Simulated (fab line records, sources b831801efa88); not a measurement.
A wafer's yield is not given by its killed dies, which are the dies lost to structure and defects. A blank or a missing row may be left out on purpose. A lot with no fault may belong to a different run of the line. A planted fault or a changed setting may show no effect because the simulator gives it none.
fab line records || flow sky130 || part 2 of 2: steps 34 to 34 of 34
[record] {"lots": 7, "wafers": 21, "lastDay": 48}
route steps=708 shown FIELD_ISO@1 NWELL@32 PAD_OPEN@708
lots that met no fault: taken from a fault-free run of the same line
startH: start of the lot's first displayed wafer, in hours after the record's first day || waitH: hours since the lot's step before || " identical to the entry in the row above || L1.1+2: a row that stands for several wafers || - no value present, or no start provided || * or withheld: withheld || < > ~ a bound
route shown NAME@n: a module of which the file shows steps, and the number in the route of the first || usual: mean and standard deviation over wafers with no fault || same: alike in all rows || chamber/n: place in a boat || sites: per-site readings || _std_site: standard deviation of those values || _edge_site: the outer-site mean with the inner-site mean subtracted || radiusMm: for every site, how far away it sits from the centre of the wafer || mask NAME#n: copy n || behind: the last tool/chamber to shape the wafer || hold: why the lot was held/for how many hours/how that ended || device: the transistor (n, p or np) that didn't switch || end of line: at the end of the route, the tests of the same wafers || a step without rows: its recipe alone || killed: not the wafer's yield, but the dies lost to structure and defects at the first sort || map: a wafer's dies, x killed, . not, _ none there
set.NAME: setting as actually run; set.NAME@STEP: the setting as run at that earlier step || model.NAME: the simulator's own value behind a step, which no gauge read
lots at selected steps of the route; one table per step, one row per wafer
services: a tool's chamber out of use, with start hour (startH, from the record's first day; less than 0 if before it), hours out, and reason
[[steps]]
[step SKY_PAD_OPEN_PROBE_99]
[usual] {"killed_at_M0_to_M3": "44/6.8", "killed_at_M4_up": "2.9/1.9", "killedAtContacts": "24/5.2", "killedAtFrontEnd": "16/4.1", "killedAtOther": "0.4/0.74", "killedDies": "88/9.1", "killedOpen": "48/7.2", "killedShort": "39/5.6"}
[same] {"grossDies": 492, "killedAtBackSide": 0}
{"lot.wafer": "L133.4", "tool": "prober-02", "chamber": "-", "startH": 1069.83, "waitH": 0.2, "killed_at_M0_to_M3": 34, "killed_at_M4_up": 1, "killedAtContacts": 15, "killedAtFrontEnd": 12, "killedAtOther": 1, "killedDies": 63, "killedOpen": 32, "killedShort": 31}
{"lot.wafer": "L133.5", "tool": "prober-02", "chamber": "-", "startH": 1069.88, "waitH": 0.2, "killed_at_M0_to_M3": 39, "killed_at_M4_up": 5, "killedAtContacts": 20, "killedAtFrontEnd": 13, "killedAtOther": 1, "killedDies": 78, "killedOpen": 40, "killedShort": 38}
{"lot.wafer": "L133.6", "tool": "prober-02", "chamber": "-", "startH": 1069.93, "waitH": 0.2, "killed_at_M0_to_M3": 41, "killed_at_M4_up": 5, "killedAtContacts": 15, "killedAtFrontEnd": 7, "killedAtOther": 0, "killedDies": 68, "killedOpen": 37, "killedShort": 30}
{"lot.wafer": "L134.1", "tool": "prober-01", "chamber": "-", "startH": 1092.90, "waitH": 0.1, "killed_at_M0_to_M3": 31, "killed_at_M4_up": 9, "killedAtContacts": 18, "killedAtFrontEnd": 12, "killedAtOther": 0, "killedDies": 70, "killedOpen": 39, "killedShort": 31}
{"lot.wafer": "L134.4", "tool": "prober-01", "chamber": "-", "startH": 1093.05, "waitH": 0.2, "killed_at_M0_to_M3": 56, "killed_at_M4_up": 2, "killedAtContacts": 22, "killedAtFrontEnd": 13, "killedAtOther": 0, "killedDies": 93, "killedOpen": 54, "killedShort": 39}
{"lot.wafer": "L134.5", "tool": "prober-01", "chamber": "-", "startH": 1093.10, "waitH": 0.2, "killed_at_M0_to_M3": 42, "killed_at_M4_up": 4, "killedAtContacts": 21, "killedAtFrontEnd": 24, "killedAtOther": 0, "killedDies": 91, "killedOpen": 45, "killedShort": 46}
{"lot.wafer": "L135.2", "tool": "prober-02", "chamber": "-", "startH": 1094.17, "waitH": 0.1, "killed_at_M0_to_M3": 42, "killed_at_M4_up": 2, "killedAtContacts": 27, "killedAtFrontEnd": 12, "killedAtOther": 0, "killedDies": 83, "killedOpen": 45, "killedShort": 38}
{"lot.wafer": "L135.3", "tool": "prober-02", "chamber": "-", "startH": 1094.22, "waitH": 0.2, "killed_at_M0_to_M3": 40, "killed_at_M4_up": 2, "killedAtContacts": 27, "killedAtFrontEnd": 14, "killedAtOther": 0, "killedDies": 83, "killedOpen": 46, "killedShort": 37}
{"lot.wafer": "L135.4", "tool": "prober-02", "chamber": "-", "startH": 1094.27, "waitH": 0.2, "killed_at_M0_to_M3": 41, "killed_at_M4_up": 6, "killedAtContacts": 29, "killedAtFrontEnd": 19, "killedAtOther": 0, "killedDies": 95, "killedOpen": 52, "killedShort": 40}
{"lot.wafer": "L136.2", "tool": "prober-01", "chamber": "-", "startH": 1094.17, "waitH": 0.1, "killed_at_M0_to_M3": 44, "killed_at_M4_up": 6, "killedAtContacts": 20, "killedAtFrontEnd": 18, "killedAtOther": 0, "killedDies": 88, "killedOpen": 48, "killedShort": 39}
{"lot.wafer": "L136.3", "tool": "prober-01", "chamber": "-", "startH": 1094.22, "waitH": 0.2, "killed_at_M0_to_M3": 36, "killed_at_M4_up": 3, "killedAtContacts": 27, "killedAtFrontEnd": 22, "killedAtOther": 0, "killedDies": 88, "killedOpen": 52, "killedShort": 35}
{"lot.wafer": "L136.6", "tool": "prober-01", "chamber": "-", "startH": 1094.37, "waitH": 0.2, "killed_at_M0_to_M3": 50, "killed_at_M4_up": 4, "killedAtContacts": 24, "killedAtFrontEnd": 14, "killedAtOther": 0, "killedDies": 92, "killedOpen": 55, "killedShort": 37}
{"lot.wafer": "L144.4", "tool": "prober-01", "chamber": "-", "startH": 1133.43, "waitH": 0.2, "killed_at_M0_to_M3": 36, "killed_at_M4_up": 4, "killedAtContacts": 20, "killedAtFrontEnd": 63, "killedAtOther": 0, "killedDies": 123, "killedOpen": 45, "killedShort": 27}
{"lot.wafer": "L144.5", "tool": "prober-01", "chamber": "-", "startH": 1133.48, "waitH": 0.2, "killed_at_M0_to_M3": 44, "killed_at_M4_up": 4, "killedAtContacts": 20, "killedAtFrontEnd": 53, "killedAtOther": 0, "killedDies": 121, "killedOpen": 35, "killedShort": 40}
{"lot.wafer": "L144.6", "tool": "prober-01", "chamber": "-", "startH": 1133.53, "waitH": 0.2, "killed_at_M0_to_M3": 36, "killed_at_M4_up": 8, "killedAtContacts": 28, "killedAtFrontEnd": 54, "killedAtOther": 2, "killedDies": 128, "killedOpen": 45, "killedShort": 39}
{"lot.wafer": "L145.1", "tool": "prober-02", "chamber": "-", "startH": 1143.34, "waitH": 0.1, "killed_at_M0_to_M3": 53, "killed_at_M4_up": 3, "killedAtContacts": 18, "killedAtFrontEnd": 66, "killedAtOther": 0, "killedDies": 140, "killedOpen": 46, "killedShort": 47}
{"lot.wafer": "L145.3", "tool": "prober-02", "chamber": "-", "startH": 1143.44, "waitH": 0.2, "killed_at_M0_to_M3": 42, "killed_at_M4_up": 2, "killedAtContacts": 32, "killedAtFrontEnd": 61, "killedAtOther": 1, "killedDies": 138, "killedOpen": 49, "killedShort": 40}
{"lot.wafer": "L145.5", "tool": "prober-02", "chamber": "-", "startH": 1143.54, "waitH": 0.2, "killed_at_M0_to_M3": 52, "killed_at_M4_up": 1, "killedAtContacts": 24, "killedAtFrontEnd": 60, "killedAtOther": 1, "killedDies": 138, "killedOpen": 48, "killedShort": 42}
{"lot.wafer": "L146.1", "tool": "prober-01", "chamber": "-", "startH": 1152.79, "waitH": 0.1, "killed_at_M0_to_M3": 46, "killed_at_M4_up": 4, "killedAtContacts": 20, "killedAtFrontEnd": 57, "killedAtOther": 0, "killedDies": 127, "killedOpen": 48, "killedShort": 33}
{"lot.wafer": "L146.2", "tool": "prober-01", "chamber": "-", "startH": 1152.84, "waitH": 0.1, "killed_at_M0_to_M3": 40, "killed_at_M4_up": 1, "killedAtContacts": 18, "killedAtFrontEnd": 63, "killedAtOther": 0, "killedDies": 122, "killedOpen": 45, "killedShort": 31}
{"lot.wafer": "L146.5", "tool": "prober-01", "chamber": "-", "startH": 1152.99, "waitH": 0.2, "killed_at_M0_to_M3": 37, "killed_at_M4_up": 5, "killedAtContacts": 14, "killedAtFrontEnd": 59, "killedAtOther": 1, "killedDies": 116, "killedOpen": 38, "killedShort": 37}
// killed by level:class
L133.4 CONTACT:geometricParticle:open=8 VIA1:geometricParticle:open=6 VIA2:geometricParticle:short=6 FIELD_ISO:geometricParticle:short=5 VIA3:geometricParticle:open=5 LI_CONTACT:geometricParticle:open=4 VIA1:geometricParticle:short=3 VIA2:geometricParticle:open=3
L133.5 VIA1:geometricParticle:open=10 CONTACT:geometricParticle:open=8 METAL1:geometricParticle:short=7 LI_CONTACT:geometricParticle:open=6 VIA2:geometricParticle:open=5 METAL2:geometricParticle:short=5 METAL4:geometricParticle:short=4 SPACER:geometricParticle:short=3
L133.6 VIA1:geometricParticle:open=12 CONTACT:geometricParticle:open=8 METAL2:geometricParticle:short=7 VIA3:geometricParticle:open=7 CONTACT:geometricParticle:short=4 VIA1:geometricParticle:short=3 VIA2:geometricParticle:open=3 VIA3:geometricParticle:short=3
L134.1 VIA1:geometricParticle:open=12 CONTACT:geometricParticle:open=6 METAL4:geometricParticle:short=6 LI_CONTACT:geometricParticle:open=5 SPACER:geometricParticle:short=4 FIELD_ISO:geometricParticle:short=3 POLY_GATE:geometricParticle:open=3 LOCAL_INTERCONNECT:geometricParticle:open=3
L134.4 METAL1:geometricParticle:short=14 VIA1:geometricParticle:open=13 VIA2:geometricParticle:open=10 LI_CONTACT:geometricParticle:open=8 VIA3:geometricParticle:open=7 POLY_GATE:geometricParticle:short=5 METAL2:geometricParticle:short=5 CONTACT:geometricParticle:short=4
L134.5 VIA1:geometricParticle:open=11 FIELD_ISO:geometricParticle:open=8 VIA1:geometricParticle:short=6 LI_CONTACT:geometricParticle:open=6 FIELD_ISO:geometricParticle:short=5 LI_CONTACT:geometricParticle:short=5 POLY_GATE:geometricParticle:open=4 VIA2:geometricParticle:short=4
L135.2 VIA1:geometricParticle:open=13 LI_CONTACT:geometricParticle:open=8 LOCAL_INTERCONNECT:geometricParticle:short=6 VIA2:geometricParticle:open=6 CONTACT:geometricParticle:open=6 METAL2:geometricParticle:short=6 POLY_GATE:geometricParticle:open=5 METAL1:geometricParticle:short=5
L136.2 VIA1:geometricParticle:open=10 LI_CONTACT:geometricParticle:open=9 METAL1:geometricParticle:short=8 FIELD_ISO:geometricParticle:short=7 VIA3:geometricParticle:open=7 CONTACT:geometricParticle:open=6 VIA2:geometricParticle:short=5 POLY_GATE:geometricParticle:open=4
L135.3 VIA1:geometricParticle:open=12 CONTACT:geometricParticle:open=7 LI_CONTACT:geometricParticle:open=7 FIELD_ISO:geometricParticle:open=6 LI_CONTACT:geometricParticle:short=6 VIA2:geometricParticle:open=5 CONTACT:geometricParticle:short=4 VIA3:geometricParticle:open=4
L136.3 VIA1:geometricParticle:open=12 LI_CONTACT:geometricParticle:open=10 CONTACT:geometricParticle:open=8 FIELD_ISO:geometricParticle:short=6 POLY_GATE:geometricParticle:open=5 LOCAL_INTERCONNECT:geometricParticle:short=5 VIA3:geometricParticle:open=5 METAL1:geometricParticle:short=5
L135.4 CONTACT:geometricParticle:open=12 VIA1:geometricParticle:open=10 VIA3:geometricParticle:open=7 LI_CONTACT:geometricParticle:open=7 POLY_GATE:geometricParticle:open=5 VIA1:geometricParticle:short=5 CONTACT:geometricParticle:short=5 METAL1:geometricParticle:short=5
L136.6 VIA1:geometricParticle:open=16 LI_CONTACT:geometricParticle:open=9 CONTACT:geometricParticle:open=9 VIA1:geometricParticle:short=7 METAL1:geometricParticle:short=6 VIA2:geometricParticle:open=5 POLY_GATE:geometricParticle:open=4 CONTACT:geometricParticle:short=4
L144.4 FIELD_ISO:unspecified=51 VIA3:geometricParticle:open=10 CONTACT:geometricParticle:open=9 VIA1:geometricParticle:open=7 VIA2:geometricParticle:open=4 LI_CONTACT:geometricParticle:open=4 METAL2:geometricParticle:short=4 FIELD_ISO:geometricParticle:open=3
L144.5 FIELD_ISO:unspecified=46 CONTACT:geometricParticle:open=8 CONTACT:geometricParticle:short=6 METAL2:geometricParticle:short=6 VIA2:geometricParticle:open=6 VIA3:geometricParticle:open=6 VIA1:geometricParticle:short=5 VIA3:geometricParticle:short=5
L144.6 FIELD_ISO:unspecified=44 CONTACT:geometricParticle:open=15 LI_CONTACT:geometricParticle:open=7 METAL2:geometricParticle:short=7 FIELD_ISO:geometricParticle:open=5 VIA2:geometricParticle:short=5 METAL4:geometricParticle:short=5 METAL1:geometricParticle:short=4
L145.1 FIELD_ISO:unspecified=46 VIA3:geometricParticle:open=11 VIA2:geometricParticle:open=8 VIA1:geometricParticle:open=8 FIELD_ISO:geometricParticle:short=7 VIA1:geometricParticle:short=7 LI_CONTACT:geometricParticle:open=6 POLY_GATE:geometricParticle:short=5
L145.3 FIELD_ISO:unspecified=47 LI_CONTACT:geometricParticle:open=11 CONTACT:geometricParticle:open=10 VIA1:geometricParticle:open=10 VIA1:geometricParticle:short=7 METAL2:geometricParticle:short=7 FIELD_ISO:geometricParticle:short=5 LOCAL_INTERCONNECT:geometricParticle:short=5
L145.5 FIELD_ISO:unspecified=48 VIA1:geometricParticle:open=10 CONTACT:geometricParticle:short=10 VIA3:geometricParticle:open=10 VIA2:geometricParticle:open=8 CONTACT:geometricParticle:open=6 FIELD_ISO:geometricParticle:short=5 VIA1:geometricParticle:short=5
L146.1 FIELD_ISO:unspecified=46 VIA1:geometricParticle:open=12 CONTACT:geometricParticle:open=8 VIA3:geometricParticle:open=8 METAL1:geometricParticle:short=8 FIELD_ISO:geometricParticle:short=4 LI_CONTACT:geometricParticle:open=4 METAL2:geometricParticle:short=4
L146.2 FIELD_ISO:unspecified=46 CONTACT:geometricParticle:open=13 POLY_GATE:geometricParticle:open=6 VIA1:geometricParticle:short=6 METAL1:geometricParticle:short=6 VIA1:geometricParticle:open=6 VIA3:geometricParticle:open=5 VIA2:geometricParticle:open=5
L146.5 FIELD_ISO:unspecified=41 VIA1:geometricParticle:open=13 FIELD_ISO:geometricParticle:short=6 VIA2:geometricParticle:open=6 CONTACT:geometricParticle:short=5 VIA3:geometricParticle:open=5 FIELD_ISO:geometricParticle:open=4 METAL4:geometricParticle:short=4
// map L144.6 (x killed, . not)
__________...x......_________
________.....xxx.x..x._______
______...........x.x...._____
_____...xx.......xxxxx.x.____
____xx.....x.....xx.xx....___
___.............xxxxxxx....__
__........x....xxxxxxxx....._
_.x.x.....x....xxxxxxxx...x..
_.x...x..xx.x...xxxxxxx......
_.....x..x.....x.xxx..xx.....
_x.....x.........x.x.x...x.x.
_...........xx....xx.x.x...x.
_....x......x.x....xx...x....
_xx.........................x
_x......x..............xx....
__...x......x.......x....x.x_
___x......x..x.x....x.x.x..__
____xxx.x..x..x.........x.___
_____..xx..........x.....____
______xx.......x.x....xx_____
________x............._______
__________..x......._________
// map L145.1 (x killed, . not)
__________x..x......_________
________....x..x......_______
______.............x...._____
_____.x.....x.....x.x....____
____...x..xx.xxx...xxx.x..___
___..x.........xxxxxxx.x.xx__
__..x......x.x.x.xxxxxx....x_
_.....x..x....xxxxxxxxx..x...
_x.xxx.x.....x.xxxxxx.xx....x
_....x...........xxxxxx.x...x
_..x.x..x.......xx..x.x......
_......x........x.x......x..x
_...x.....xx..x....x..x......
_x..x.....x..x....x..xx...x.x
_..xxx..x.....x.......x..x.x.
__.................x.....x.._
___......x..x....x..x.xxx..__
____x.......xx........x...___
_____x...x.....x.xx....x.____
______...x.....x.x.x...x_____
________x......x......_______
__________..x.....x._________
[[services]]
{"tool": "plasmaAsher-03", "chamber": "-", "startH": -10.39, "hours": 8.6, "kind": "repair"}
{"tool": "rieSi-01", "chamber": "-", "startH": 9.07, "hours": 0.2, "kind": "repair"}
{"tool": "lpcvd-02", "chamber": "-", "startH": 13.48, "hours": 17.2, "kind": "pm"}
{"tool": "cmp-02", "chamber": "-", "startH": 13.53, "hours": 4.9, "kind": "pm"}
{"tool": "rieDiel-04", "chamber": 1, "startH": 17.22, "hours": "-", "kind": "clean"}
{"tool": "rieDiel-04", "chamber": 1, "startH": 17.22, "hours": 20.0, "kind": "scheduledDown"}
{"tool": "rieDiel-04", "chamber": 1, "startH": 17.22, "hours": 20.0, "kind": "ventCycle"}
{"tool": "rieSi-01", "chamber": 2, "startH": 28.24, "hours": "-", "kind": "clean"}
{"tool": "rieSi-01", "chamber": 2, "startH": 28.24, "hours": 18.5, "kind": "scheduledDown"}
{"tool": "rieSi-01", "chamber": 2, "startH": 28.24, "hours": 18.5, "kind": "ventCycle"}
{"tool": "rieDiel-03", "chamber": 1, "startH": 28.58, "hours": 4.4, "kind": "repair"}
{"tool": "cmp-02", "chamber": "-", "startH": 31.10, "hours": 4.0, "kind": "repair"}
{"tool": "rieSi-01", "chamber": "-", "startH": 45.80, "hours": 0.6, "kind": "repair"}
{"tool": "cmp-01", "chamber": "-", "startH": 60.82, "hours": 6.2, "kind": "pm"}
{"tool": "rieSi-01", "chamber": 0, "startH": 65.01, "hours": 7.3, "kind": "repair"}
{"tool": "cmp-01", "chamber": "-", "startH": 67.01, "hours": 4.0, "kind": "pm"}
{"tool": "cmp-01", "chamber": "-", "startH": 71.01, "hours": "-", "kind": "consumableReplace:conditioner"}
{"tool": "cmp-01", "chamber": "-", "startH": 71.01, "hours": "-", "kind": "consumableReplace:pad"}
{"tool": "rieSi-02", "chamber": "-", "startH": 92.08, "hours": 2.8, "kind": "pm"}
{"tool": "rieSi-02", "chamber": 0, "startH": 97.55, "hours": "-", "kind": "clean"}
{"tool": "rieSi-02", "chamber": 0, "startH": 97.55, "hours": 15.1, "kind": "scheduledDown"}
{"tool": "rieSi-02", "chamber": 0, "startH": 97.55, "hours": 15.1, "kind": "ventCycle"}
{"tool": "rieDiel-03", "chamber": 2, "startH": 101.16, "hours": 13.3, "kind": "repair"}
[[key]]
[firstSign] {"step": "SKY_PAD_OPEN_PROBE_99", "reading": "killedAtFrontEnd", "direction": "up", "sigmas": 11, "usual": 16, "struck": 60}
[effect] {"step": "SKY_PAD_OPEN_PROBE_99", "reading": "killedDies", "direction": "up", "sigmas": 4.5, "usual": 88, "struck": 128}
metAt SKY_FIELD_ISO_CVD_03
struckWafers L144.4,L144.5,L144.6,L145.1,L145.3,L145.5,L146.1,L146.2,L146.5
testerLeftOut L144,L145,L146
onsetBetween 33.09 68.03
alsoFits time
[fault] {"kind": "chamberParticleSource", "tool": "lpcvd-02", "chamber": 1, "onsetH": 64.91, "steps": "SKY_FIELD_ISO_CVD_03", "ratePerVisitCm2": 0.49624, "endH": 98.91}
// testerLeftOut: of these lots the tester's yield and bins aren't shown, on N5 and GAA mostly nor the transistor test; their killed dies are dies lost to structure and defects alone, not to doping, threshold or leakage, so they don't give the yield
